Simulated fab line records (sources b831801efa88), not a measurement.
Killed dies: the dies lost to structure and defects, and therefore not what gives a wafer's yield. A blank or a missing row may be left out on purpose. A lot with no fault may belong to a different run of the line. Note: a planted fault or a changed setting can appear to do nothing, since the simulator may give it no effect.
Lot-split experiment ; flow gf180mcu ; route with 602 steps; 5 lots, 23 wafers read

## SPLIT DETAILS
At GF_SAB_DEVELOP_08 (develop time 60 s), the setting develop time s was moved away from the recipe's 60 s on 12 of the 23 wafers read, by -9.2% to +6.0%. This setting was run at the recipe's value on the other wafers.

There is no step in the file separating the split from the reading.

## THE READING
Shown in nm: cd nm at GF_SAB_CD_MEAS_09, with target cd 420 nm. A value of 421.6 nm with a standard deviation of 1.9 nm is what fault-free wafers of this fab line usually give.

wafer;tool, chamber at the split;develop time s as run, s;against the recipe;cd nm, nm;against lot-mates on the recipe
L075.2;litho track-01, 0;54.49;-9.2%;432.5;+9.5
L075.3;litho track-01, 0;60;recipe;423.9;-
L075.4;litho track-01, 0;54.49;-9.2%;432.3;+9.3
L075.5;litho track-01, 0;54.49;-9.2%;432.7;+9.7
L075.6;litho track-01, 0;60;recipe;422.2;-
L077.1;litho track-02, 0;60;recipe;424.3;-
L077.2;litho track-02, 0;63.59;+6.0%;419.0;-6.0
L077.4;litho track-02, 0;63.59;+6.0%;420.5;-4.5
L077.5;litho track-02, 0;60;recipe;425.7;-
L077.6;litho track-02, 0;63.59;+6.0%;420.4;-4.6
L080.2;litho track-04, 0;60;recipe;420.9;-
L080.3;litho track-04, 0;60;recipe;419.6;-
L080.6;litho track-04, 0;60;recipe;420.9;-
L084.1;litho track-04, 0;56.69;-5.5%;427.3;+5.7
L084.2;litho track-04, 0;60;recipe;421.4;-
L084.3;litho track-04, 0;60;recipe;421.8;-
L084.5;litho track-04, 0;56.69;-5.5%;427.4;+5.8
L084.6;litho track-04, 0;56.69;-5.5%;426.4;+4.8
L085.1;litho track-02, 0;62.34;+3.9%;416.1;-5.2
L085.2;litho track-02, 0;60;recipe;422.2;-
L085.3;litho track-02, 0;62.34;+3.9%;416.8;-4.5
L085.4;litho track-02, 0;60;recipe;420.4;-
L085.5;litho track-02, 0;62.34;+3.9%;415.7;-5.6

THE FIT
A straight line over all 23 wafers: cd nm changes by -0.945 nm for each +1% of develop time s; r = -0.91; the points scatter about the line by 2.1 nm.
The same after taking each lot's own level away (the mean of its wafers on the recipe; 23 wafers): -1.01 nm for each +1%; r = -0.98; scatter 0.85 nm.
On that fit, the largest move of develop time s shifts the reading by 9.2 nm.
From 420.47 to 425.00 nm: that is the span of the lots' own levels, equal to 2.4 times the standard deviation above.
The two slopes agree, so the slope changes little with the lot-to-lot level.
Check: +9.18 nm against its lot-mates is what the line predicts for one of the wafers moved furthest among these (-9.2%) when that wafer is left out of the fit. Against them it came out at +9.45 nm.

## OTHER SPLITS ON THESE WAFERS
Note: prior to the reading, these wafers also went through further splits. Each is held against what the fit with the lots' levels taken away leaves over:
other split on the same wafers;wafers away from the commonest value;r with cd nm (lot level and that fit taken away)
GF_NSD_DEVELOP_06 dev temp c;10;+0.28
GF_PSD_EXPOSE_04 dose mj;8;+0.24
GF_PSD_IMPLANT_09 dose cm2;9;-0.03

## THE WHOLE CHAIN: every reading that the file lists as answering this split, in the file's order
step;what it does;reading;change (the file's fit);r (the file's)
GF_SAB_CD_MEAS_09;target cd 420 nm;cd nm;-1.01 nm for each +1% of the setting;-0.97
GF_SAB_ETCH_11;etches SiO2 in C4F8/O2/Ar, target depth 55 nm, time 8.5 s;SAB.cd nm (the simulator's own value, which no gauge read);-0.987 nm for each +1% of the setting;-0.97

## FILE'S OWN FIT
cd nm changes by -1.01 nm for each +1% of develop time s, r = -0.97.
